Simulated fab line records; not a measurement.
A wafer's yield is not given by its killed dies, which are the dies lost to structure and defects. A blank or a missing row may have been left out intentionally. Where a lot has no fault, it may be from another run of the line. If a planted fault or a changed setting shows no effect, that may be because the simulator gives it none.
A single fault, viewed from 2 desks :: flow sky130 :: every desk sees just its own numbers, and what lay behind them comes last

## METROLOGY DESK
Means of the sampled wafers that have a number, per lot and without regard to the tool the lot ran on: this is what the gauges read. Any lot whose mean is over 4 standard deviations away from the usual mean is out of limits and marked OUT; that distance is given in the brackets.
Columns: A = VIA3_W_RS at SKY_VIA3_RS_MEAS_22, usual 0.295 ohm/sq; B = VIA3_W_THK at SKY_VIA3_THK_MEAS_23, usual 388 nm
lot: L269
first seen here: day 40 04:50
A: 0.295
B: 391

lot: L276
first seen here: day 42 00:17
A: 0.298
B: 392

lot: L277
first seen here: day 42 07:57
A: 0.297
B: 383

lot: L278
first seen here: day 42 18:49
A: 0.300
B: 384

lot: L280
first seen here: day 43 08:14
A: 0.293
B: 393

lot: L289
first seen here: day 45 09:32
A: 0.296
B: 381

lot: L291
first seen here: day 46 01:22
A: 0.299
B: 382
Result from this desk: across the 7 lots, nothing is out of limits.

## DESK OF THE TOOL OWNER: pvd-sputter-02
The tool's own readings at SKY_METAL4_SPUTTER_03 (material Ti, target thk 5 nm, time 3.3 s): means of the sampled wafers that have a number, for each lot that ran on this tool. Any lot whose mean is over 4 standard deviations away from the usual mean is out of limits and marked OUT; that distance is given in the brackets.
Columns: A = throttle-valve-pct at SKY_METAL4_SPUTTER_03, usual 30.0 %
lot: L269
first seen here: day 40 05:25
A: 29.2

lot: L277
first seen here: day 42 08:28
A: 29.4

lot: L278
first seen here: day 42 19:29
A: 29.2

lot: L280
first seen here: day 43 08:46
A: 29.3
Result from this desk: across the 4 lots, nothing is out of limits.

## PUT TOGETHER
At the metrology desk, nothing out of limits was observed.
The desk of the tool owner found nothing out of limits.

## WHAT HAD BEEN PUT IN BY THE SIMULATOR
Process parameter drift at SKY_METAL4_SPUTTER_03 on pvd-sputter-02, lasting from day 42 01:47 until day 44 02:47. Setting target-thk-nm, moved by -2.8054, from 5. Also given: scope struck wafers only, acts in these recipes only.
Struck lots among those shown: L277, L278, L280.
